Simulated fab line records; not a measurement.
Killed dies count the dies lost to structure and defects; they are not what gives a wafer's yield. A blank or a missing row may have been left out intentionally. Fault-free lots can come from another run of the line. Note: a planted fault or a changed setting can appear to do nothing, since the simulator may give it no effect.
What tool caused it? -- flow gf180mcu -- Sampling: 12 lots, 36 wafers, 6 of 602 route steps

## WHAT THE GAUGES READ, wafer by wafer
GF_M3_CD_MEAS_14: target cd 280 nm. Usual: cd-nm 280.1 nm, standard deviation 1.4.
lot,measured,on,cd-nm (nm),flag
L474,day 21 19:41,cd-sem-01,282.5 282.0 280.7,
L475,day 22 01:31,cd-sem-01,277.9 278.4 278.2,
L477,day 23 05:41,cd-sem-01,278.1 277.7 276.9,
L478,day 23 06:03,cd-sem-02,279.9 280.8 280.8,
L479,day 23 12:11,cd-sem-02,279.4 278.5 279.9,
L480,day 24 06:20,cd-sem-02,282.1 280.6 279.3,
L484,day 25 07:59,cd-sem-01,278.7 279.4 278.5,
L487,day 26 11:43,cd-sem-01,279.3 280.8 281.7,
L492,day 27 23:07,cd-sem-02,281.7 282.1 280.2,
L493,day 28 07:59,cd-sem-02,281.4 282.3 281.5,
L494,day 28 19:24,cd-sem-02,280.5 281.7 282.1,
L496,day 29 01:10,cd-sem-01,281.9 281.2 281.5,

GF_M3_OVL_MEAS_15. Usual: for M3_OVL the level is 2 nm and the standard deviation is 5.3.
lot,measured,on,M3_OVL (nm),flag
L474,day 21 19:48,overlay-02,6 8 1,
L475,day 22 01:37,overlay-02,-5 -8 -2,
L477,day 23 05:48,overlay-01,2 0 4,
L478,day 23 06:10,overlay-01,2 11 9,
L479,day 23 12:19,overlay-01,2 2 5,
L480,day 24 06:27,overlay-02,-7 11 2,
L484,day 25 08:06,overlay-02,2 -7 -9,
L487,day 26 11:49,overlay-01,11 6 6,
L492,day 27 23:14,overlay-02,4 4 4,
L493,day 28 08:06,overlay-02,-1 4 1,
L494,day 28 19:30,overlay-02,5 -2 6,
L496,day 29 01:16,overlay-01,1 11 0,

GF_M4_RS_MEAS_05: a four-point-probe measurement. Usual: for M4_ALCU_RS the level is 0.0690 ohm/sq and the standard deviation is 0.00079.
lot,measured,on,M4_ALCU_RS (ohm/sq),flag
L474,day 22 22:44,film-metro-03,0.0685 0.0702 0.0674,
L475,day 23 03:52,film-metro-02,0.0693 0.0693 0.0697,
L477,day 24 07:15,film-metro-03,0.0676 0.0683 0.0679,
L478,day 24 08:20,film-metro-03,0.0686 0.0693 0.0693,
L479,day 24 14:13,film-metro-02,0.0682 0.0684 0.0695,
L480,day 25 08:37,film-metro-03,0.0695 0.0705 0.0680,
L484,day 26 08:59,film-metro-03,0.0497 0.0501 0.0509,OFF
L487,day 27 10:41,film-metro-03,0.0513 0.0508 0.0504,OFF
L492,day 28 22:15,film-metro-02,0.0692 0.0701 0.0696,
L493,day 29 05:53,film-metro-03,0.0697 0.0682 0.0682,
L494,day 29 18:34,film-metro-02,0.0686 0.0682 0.0695,
L496,day 29 23:54,film-metro-02,0.0677 0.0703 0.0706,

GF_M4_THK_MEAS_06: measures by xrf. Usual: for M4_ALCU_THK the level is 447 nm and the standard deviation is 5.
lot,measured,on,M4_ALCU_THK (nm),flag
L474,day 22 22:50,film-metro-03,449 438 452,
L475,day 23 03:59,film-metro-02,447 444 444,
L477,day 24 07:22,film-metro-03,452 450 455,
L478,day 24 08:26,film-metro-03,449 445 444,
L479,day 24 14:20,film-metro-02,452 448 443,
L480,day 25 08:44,film-metro-03,444 438 452,
L484,day 26 09:07,film-metro-03,619 615 602,OFF
L487,day 27 10:47,film-metro-03,598 607 613,OFF
L492,day 28 22:22,film-metro-02,449 442 447,
L493,day 29 06:01,film-metro-03,440 454 451,
L494,day 29 18:40,film-metro-02,450 455 448,
L496,day 30 00:00,film-metro-02,457 439 437,

## EACH LOT AND THE TOOL THAT RAN IT (in order: tool; ch and the chambers of the sampled wafers; start)
lot,GF_V3_CVD_23,GF_M4_SPUTTER_02
L474,"cvd-w-01 ch 0,1, day 22 21:54","pvd-sputter-03, day 22 22:37"
L475,"cvd-w-01 ch 1, day 23 03:02","pvd-sputter-02, day 23 03:46"
L477,"cvd-w-02 ch 0,1, day 24 06:26","pvd-sputter-04, day 24 07:10"
L478,"cvd-w-01 ch 0,1, day 24 07:14","pvd-sputter-03, day 24 08:13"
L479,"cvd-w-01 ch 0,1, day 24 13:24","pvd-sputter-03, day 24 14:08"
L480,"cvd-w-02 ch 0,1, day 25 07:37","pvd-sputter-04, day 25 08:30"
L484,"cvd-w-02 ch 0, day 26 08:11","pvd-sputter-04, day 26 08:54"
L487,"cvd-w-02 ch 0,1, day 27 09:52","pvd-sputter-04, day 27 10:33"
L492,"cvd-w-01 ch 0,1, day 28 21:26","pvd-sputter-02, day 28 22:10"
L493,"cvd-w-01 ch 0,1, day 29 05:05","pvd-sputter-03, day 29 05:48"
L494,"cvd-w-02 ch 0,1, day 29 17:44","pvd-sputter-02, day 29 18:27"
L496,"cvd-w-02 ch 0,1, day 29 22:52","pvd-sputter-04, day 29 23:41"
- GF_V3_CVD_23: deposits W, target thk 350 nm, time 104.9 s.
- GF_M4_SPUTTER_02: material AlCu, target thk 450 nm, time 23.9 s.

## WHAT THE TOOLS THEMSELVES READ (means of the sampled wafers that have a number; where no wafer has one, the mark that the record gives instead)
GF_V3_CVD_23. Usual: heater-power-w 915 W, standard deviation 33.
lot,tool,heater-power-w (W),flag
L474,cvd-w-01,920,
L475,cvd-w-01,867,
L477,cvd-w-02,921,
L478,cvd-w-01,904,
L479,cvd-w-01,896,
L480,cvd-w-02,954,
L484,cvd-w-02,933,
L487,cvd-w-02,946,
L492,cvd-w-01,911,
L493,cvd-w-01,906,
L494,cvd-w-02,928,
L496,cvd-w-02,941,

GF_M4_SPUTTER_02. Usual: throttle-valve-pct 30.1 %, standard deviation 1.
lot,tool,throttle-valve-pct (%),flag
L474,pvd-sputter-03,30.8,
L475,pvd-sputter-02,30.4,
L477,pvd-sputter-04,29.2,
L478,pvd-sputter-03,30.5,
L479,pvd-sputter-03,30.7,
L480,pvd-sputter-04,30.0,
L484,pvd-sputter-04,29.6,
L487,pvd-sputter-04,30.1,
L492,pvd-sputter-02,29.4,
L493,pvd-sputter-03,31.4,
L494,pvd-sputter-02,29.2,
L496,pvd-sputter-04,29.6,

## THE ANSWER, worked out from the rows above alone
Rule: lot off if the mean of its wafers having a number is beyond 3 standard deviations from the usual mean. A lot without any number at a reading at which 4 lots or more have one is off too. All remaining lots with rows at the step are treated as sound. After the gauges, taken in route order, come the tools' own readings; for these a lot's mean is taken, as printed above. At the first step where some lot is off, the reading lying furthest off is the one used; lots without a number count as furthest.
Off: at GF_M4_RS_MEAS_05 (M4_ALCU_RS), L484, L487.
A tool fits if, at a process step before that reading, it ran every lot that is off, and no sound lot after the first of them. The gauges at GF_M4_RS_MEAS_05 are tried like those tools. Of those tried, none fits.

## WHAT WAS PUT IN BY THE SIMULATOR
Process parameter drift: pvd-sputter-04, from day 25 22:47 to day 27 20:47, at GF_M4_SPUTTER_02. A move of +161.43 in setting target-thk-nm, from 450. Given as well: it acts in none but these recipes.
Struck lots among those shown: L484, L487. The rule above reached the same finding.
